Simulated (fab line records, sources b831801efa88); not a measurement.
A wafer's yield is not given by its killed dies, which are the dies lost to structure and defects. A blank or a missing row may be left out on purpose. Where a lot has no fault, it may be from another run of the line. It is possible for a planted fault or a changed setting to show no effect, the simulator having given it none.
Comparing a struck lot with a sound one | flow sky130 | 16 steps out of a route of 708
Sound: these wafers, L542.2, L542.3, L542.5. The struck wafers were L543.1, L543.3, L543.6. The cause comes at the end.
Each step with rows lists, per side, the tool, then ch with its chambers, then its first start. Under that, the readings that differ: sound wafers | struck wafers | difference of the means | sigmas: that difference in standard deviations of wafers without a fault.
alike: a reading whose means differ by less than 2 such deviations, as well as words and numbers matching on both sides. not compared: withheld readings; readings where some wafer has no value; bounds like >300 that might hide an equal value; numbers whose values overlap and for which the record gives no deviation.
The two part at a step that has a row with sigmas, a row that says differs or no value, or rows on one side only. When numbers do not overlap yet have no deviation, they are printed without sigmas and do not part them. Lack of a reading on every wafer of one side parts them only where that side has two or more wafers.

first, 8 steps without rows for these wafers: SKY_METAL2_DEHYDRATE_07 (time 60 s); SKY_METAL2_HMDS_08 (prime time 60 s); SKY_METAL2_COAT_09 (resist thk 60 nm); SKY_METAL2_COAT_10 (resist thk 450 nm); SKY_METAL2_SOFTBAKE_11 (time 90 s); SKY_METAL2_EXPOSE_12 (exposes mask MM2, target cd 140 nm); SKY_METAL2_PEB_13; SKY_METAL2_DEVELOP_14 (develop time 60 s).
SKY_METAL2_CD_MEAS_15 targets a cd of 140 nm.
  sound: cd sem-02 at day 38 15:08; struck: cd sem-02 at day 38 23:04
  alike: cd nm
SKY_METAL2_OVL_MEAS_16:
  sound: overlay-01 at day 38 15:14; struck: overlay-01 at day 38 23:11
  alike: METAL2_OVL
SKY_METAL2_DESCUM_17: chemistry O2, time 8 s.
  sound on rie metal-04 ch 0, day 38 15:16; struck on rie metal-02 ch 1, day 38 23:14
  reading                     | sound       | struck      | difference | sigmas
  drypump motor current A (A) | 6.1 6.1 6.1 | 5.1 5.1 5.1 | -1.0       | -2
  alike: oes product au
  not compared: rf hours counter h
SKY_METAL2_ETCH_18: etches BARC in N2/H2, stops on SiO2, time 45.9 s, target depth 60 nm.
  sound on rie metal-04 ch 0, day 38 15:17; struck on rie metal-02 ch 1, day 38 23:17
  reading                     | sound       | struck      | difference | sigmas
  drypump motor current A (A) | 6.1 6.1 6.1 | 5.1 5.1 5.1 | -1.0       | -2
  alike: oes product au, throttle valve pct
  not compared: rf hours counter h
SKY_METAL2_METAL_ETCH_19: etches the open film in Cl2/BCl3, stops on SiO2, target depth 360 nm, time 78 s.
  sound on rie metal-04 ch 0, day 38 15:22; struck on rie metal-02 ch 1, day 38 23:25
  reading                                       | sound             | struck                  | difference | sigmas
  drypump motor current A (A)                   | 6.1 6.1 6.1       | 5.1 5.1 5.1             | -1.0       | -2
  oes product au (a.u.)                         | 0.865 0.858 0.856 | 0.776 0.760 0.763       | -0.093     | -15
  over etch frac                                | 0.3 0.3 0.3       | 0.60506 0.60506 0.60506 | +0.30506   |
  model.KrF-thick_of_METAL2_COAT_10.thk nm (nm) | 158.7 160.2 158.5 | 98.84 100.9 100.3       | -59.12     |
  model.METAL2.cd nm (nm)                       | 140.5 141.9 142.7 | 135.1 133.7 133         | -7.8       |
  model.SiO2_of_VIA1_HDPCVD_00.thk nm (nm)      | 329.7 329.4 329.8 | 328.1 328.6 328.5       | -1.2       |
  alike: mfc cl2 sccm, throttle valve pct
  not compared: rf hours counter h
SKY_METAL2_STRIP_20: strips in O2/N2.
  sound on plasma asher-01 ch 0, day 38 15:27; struck on plasma asher-03 ch 0,1, day 38 23:36
  reading                      | sound             | struck            | difference | sigmas
  oes product au (a.u.)        | 0.337 0.348 0.349 | 0.315 0.310 0.308 | -0.034     | -7
  strip time to endpoint s (s) | 2.71 2.71 2.69    | 2.02 2.05 2.04    | -0.67      | -15
  alike: drypump motor current A
  not compared: rf hours counter h
then, 1 step without rows for these wafers: SKY_METAL2_STRIP_21 (strips in post etch residue remover, time 1200 s).
-- the record jumps here: 9 days lie between the struck wafers' starts before and after (it left off in module METAL2 and takes up again in module PAD_OPEN, whose first step shown is number 708 of the route) --
SKY_PAD_OPEN_PROBE_99:
  sound: prober-02 at day 48 07:41; struck: prober-01 at day 48 11:34
  alike: defect limited yield, killed_at_M0_to_M3, killed_at_M4_up, killed at contacts, killed at front end, killed at other, killed dies, killed open, killed short, sort_bin_3_pad_short, sort_bin_5_function, sort_bin_6_memory, sort n pass, sort yield pct
  not compared: model.etest.met2.width nm, model.etest.met2.line ohm um

WHERE THEY PART
At SKY_METAL2_DESCUM_17 first; at SKY_METAL2_STRIP_20 last (within this record only). Later steps at which nothing parts them and some readings are alike: SKY_PAD_OPEN_PROBE_99.

WHY: what had been put in by the simulator
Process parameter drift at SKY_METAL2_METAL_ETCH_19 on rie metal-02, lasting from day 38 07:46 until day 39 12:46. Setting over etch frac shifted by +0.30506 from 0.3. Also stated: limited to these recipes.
